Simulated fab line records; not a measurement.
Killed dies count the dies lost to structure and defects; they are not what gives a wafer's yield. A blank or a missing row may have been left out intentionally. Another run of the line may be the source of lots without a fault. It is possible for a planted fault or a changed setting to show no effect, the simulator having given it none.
What tool caused it? :: flow gf180mcu :: 18 wafers from 6 lots sampled at 2 of the route's 602 steps

== WHAT THE GAUGES SHOWED, per wafer ==
GF_V2_RS_MEAS_24: measurement is done with a four-point probe.
lot: L376
measured: day 20 20:29
on: film metro-01
V2_W_RS (ohm/sq): 0.329 0.332 0.331

lot: L380
measured: day 22 05:56
on: film metro-01
V2_W_RS (ohm/sq): 0.331 0.327 0.330

lot: L384
measured: day 23 17:45
on: film metro-03
V2_W_RS (ohm/sq): 0.358 0.359 0.357 0.359 0.359 0.357

lot: L386
measured: day 24 11:04
on: film metro-01
V2_W_RS (ohm/sq): 0.363 0.361 0.357 0.362 0.361 0.356

lot: L396
measured: day 27 14:00
on: film metro-03
V2_W_RS (ohm/sq): 0.323 0.329 0.330

lot: L398
measured: day 28 03:56
on: film metro-03
V2_W_RS (ohm/sq): 0.330 0.326 0.327

== WHICH TOOL RAN EACH LOT (tool, then ch and the chambers of the sampled wafers, then the start) ==
lot: L376
GF_V2_CVD_23: cvd w-01 ch 0,1, day 20 20:22

lot: L380
GF_V2_CVD_23: cvd w-01 ch 0,1, day 22 05:50

lot: L384
GF_V2_CVD_23: cvd w-01 ch 1, day 23 17:31

lot: L386
GF_V2_CVD_23: cvd w-01 ch 0,1, day 24 10:57

lot: L396
GF_V2_CVD_23: cvd w-01 ch 0,1, day 27 13:52

lot: L398
GF_V2_CVD_23: cvd w-01 ch 0,1, day 28 03:50
- GF_V2_CVD_23: deposits W, target thk 350 nm, time 104.94 s.

== THE ANSWER, worked out from the rows above alone ==
Rule: the lots themselves supply what counts as usual. Put in order of their means at a reading, lots are off if they are a third of the lots or fewer, leave a main group of 4 or more, and stand apart from it by a gap of 3 or more times the standard deviation of the main group's means; of several such gaps the widest counts. Not used: any main group whose means are identical at the precision the tables above print for the reading. Also off: a lot with no number at a reading for which 4 or more lots have one. All remaining lots with rows at the step are treated as sound.
Off: L384, L386, seen at GF_V2_RS_MEAS_24 (V2_W_RS). Mean 0.329 ohm/sq and standard deviation 0.0013 in the main group.
If a tool, at a process step before that reading, ran all the lots that are off and no sound lot after the first of them, it fits. The gauges at GF_V2_RS_MEAS_24 are tried like those tools. No candidate that was tried fits.

== WHAT WAS PUT IN BY THE SIMULATOR ==
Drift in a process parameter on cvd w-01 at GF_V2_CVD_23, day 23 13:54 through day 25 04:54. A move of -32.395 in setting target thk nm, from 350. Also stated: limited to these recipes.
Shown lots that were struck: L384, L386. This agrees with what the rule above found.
